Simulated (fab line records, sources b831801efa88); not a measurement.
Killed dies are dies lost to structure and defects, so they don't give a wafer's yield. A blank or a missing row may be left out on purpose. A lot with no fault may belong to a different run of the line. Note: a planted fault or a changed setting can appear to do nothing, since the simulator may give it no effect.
What tool caused it?    flow gf180mcu    11 lots, 33 wafers sampled, at 4 steps of a route of 602

== WHAT EACH GAUGE READ, for each wafer ==
GF_TOP_METAL_THK_MEAS_06: measures by xrf.
lot   measured      on            TOP_METAL_ALCU_THK (nm)
L144  day 27 14:46  filmMetro-02  889 890 893
L148  day 29 03:49  filmMetro-03  887 886 890
L150  day 29 18:22  filmMetro-04  899 892 890
L151  day 30 02:54  filmMetro-04  887 891 882
L152  day 30 11:26  filmMetro-03  892 894 906
L153  day 30 14:49  filmMetro-04  883 875 886
L159  day 32 15:58  filmMetro-04  867 869 876
L161  day 32 18:04  filmMetro-02  867 876 877
L163  day 33 04:46  filmMetro-04  877 882 864
L164  day 33 08:47  filmMetro-03  876 857 865
L165  day 33 13:28  filmMetro-02  874 887 880

GF_TOP_METAL_CD_MEAS_14: the cd target is 440 nm.
lot   measured      on        cdNm (nm)
L144  day 28 10:47  cdSem-02  442.7 441.5 442.8
L148  day 29 22:12  cdSem-01  439.4 442.7 441.6
L150  day 30 12:24  cdSem-02  439.9 439.2 437.8
L151  day 30 20:50  cdSem-02  446.3 445.6 441.5
L152  day 31 05:06  cdSem-02  437.6 439.6 437.9
L153  day 31 08:27  cdSem-01  441.2 439.5 439.9
L159  day 33 08:00  cdSem-01  459.4 458.7 458.5 459.4 458.6 458.4
L161  day 33 10:10  cdSem-01  456.8 456.2 457.2 457.0 456.4 457.1
L163  day 33 20:18  cdSem-01  438.1 438.8 439.9
L164  day 34 00:10  cdSem-02  440.6 439.3 437.6
L165  day 34 05:11  cdSem-01  441.4 441.7 439.2

== WHICH TOOL RAN EACH LOT (tool, then ch and the chambers of the sampled wafers, then the start) ==
lot   GF_M5_ETCH_09                      GF_TOP_METAL_COAT_09
L144  rieDiel-04 ch 0,1,3, day 26 15:30  lithoTrack-02 ch 0, day 28 00:48
L148  rieDiel-03 ch 1,2,3, day 28 04:49  lithoTrack-02 ch 0, day 29 12:24
L150  rieDiel-01 ch 1,2,3, day 28 20:10  lithoTrack-04 ch 0, day 30 02:57
L151  rieDiel-01 ch 0,1, day 29 04:19    lithoTrack-04 ch 0, day 30 11:54
L152  rieDiel-03 ch 0,1,3, day 29 13:42  lithoTrack-02 ch 0, day 30 20:24
L153  rieDiel-03 ch 0,1, day 29 17:39    lithoTrack-04 ch 0, day 30 23:12
L159  rieDiel-04 ch 1,3, day 31 19:24    lithoTrack-04 ch 0, day 33 00:00
L161  rieDiel-01 ch 1,2, day 31 22:00    lithoTrack-04 ch 0, day 33 02:10
L163  rieDiel-01 ch 1,3, day 32 09:28    lithoTrack-01 ch 0, day 33 11:53
L164  rieDiel-03 ch 2,3, day 32 12:33    lithoTrack-02 ch 0, day 33 16:13
L165  rieDiel-01 ch 0,2,3, day 32 18:57  lithoTrack-02 ch 0, day 33 21:33
- GF_M5_ETCH_09: etches Si3N4 in CF4/O2, target depth 52 nm, time 11.6 s.
- GF_TOP_METAL_COAT_09: resist thk 1500 nm.

== WHAT THE TOOLS THEMSELVES READ (means of the sampled wafers that have a number; where no wafer has one, the mark that the record gives instead) ==
GF_M5_ETCH_09.
lot   tool        drypumpMotorCurrentA (A)  oesProductAu (a.u.)  throttleValvePct (%)
L144  rieDiel-04  5.5                       1.005                5.964
L148  rieDiel-03  5.5                       1.003                5.969
L150  rieDiel-01  5.8                       0.996                5.963
L151  rieDiel-01  6.1                       0.988                5.971
L152  rieDiel-03  5.3                       1.009                5.972
L153  rieDiel-03  5.1                       0.998                5.975
L159  rieDiel-04  5.6                       1.002                5.974
L161  rieDiel-01  5.8                       0.997                5.963
L163  rieDiel-01  5.8                       0.994                5.967
L164  rieDiel-03  5.6                       0.998                5.970
L165  rieDiel-01  6.1                       0.994                5.970

GF_TOP_METAL_COAT_09.
lot   tool           dispensePressureKPa (kPa)  spinSpeedRpm (rpm)
L144  lithoTrack-02  53                         2998.6
L148  lithoTrack-02  53                         2997.9
L150  lithoTrack-04  43                         2998.5
L151  lithoTrack-04  43                         3000.0
L152  lithoTrack-02  53                         2998.5
L153  lithoTrack-04  43                         3001.4
L159  lithoTrack-04  43                         2220.6
L161  lithoTrack-04  43                         2219.9
L163  lithoTrack-01  57                         2999.3
L164  lithoTrack-02  53                         2998.2
L165  lithoTrack-02  53                         3000.6

== THE ANSWER, worked out from the rows above alone ==
Rule: usual is defined by the lots themselves. The widest of any qualifying gaps counts: lots, ordered by their means at a reading, are off when they make up no more than a third of the lots, leave a main group of 4 or more, and stand apart from it by 3 or more times the standard deviation of that group's means. If all means in a main group match to the digits the tables above print for the reading, that group is not used. A lot without any number at a reading at which 4 lots or more have one is off too. Where the step has rows for the other lots, those lots are counted as sound. First the gauges in route order, then the tools' own readings, where a lot's mean is used as printed above. At the first step where some lot is off, the reading lying furthest off is the one used; lots without a number count as furthest.
Off: L159, L161 (GF_TOP_METAL_CD_MEAS_14, cdNm). The main group has a mean of 440.5 nm with a standard deviation of 1.9.
If a tool, at a process step before that reading, ran all the lots that are off and no sound lot after the first of them, it fits. Not tried: the gauges at GF_TOP_METAL_CD_MEAS_14; whatever is off there is also off at GF_TOP_METAL_COAT_09, on other tools, and gauge error can't account for it. One fits: GF_TOP_METAL_COAT_09 on lithoTrack-04. A fault onset in the window from L153 (day 30 23:12, its last sound lot) to L159 (day 33 00:00, its first lot off) fits.
The tool's own readings at GF_TOP_METAL_COAT_09 bear it out: on the lots that are off they differ by more than 5 times the standard deviation of the sound lots' means. spinSpeedRpm reads 2220.2 rpm there against 2999.2 rpm on the sound lots.

== WHAT HAD BEEN PUT IN BY THE SIMULATOR ==
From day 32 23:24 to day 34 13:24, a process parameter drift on lithoTrack-04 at GF_TOP_METAL_COAT_09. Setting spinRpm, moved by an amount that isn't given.
Lots struck among those shown: L159, L161. The rule above reached the same finding.
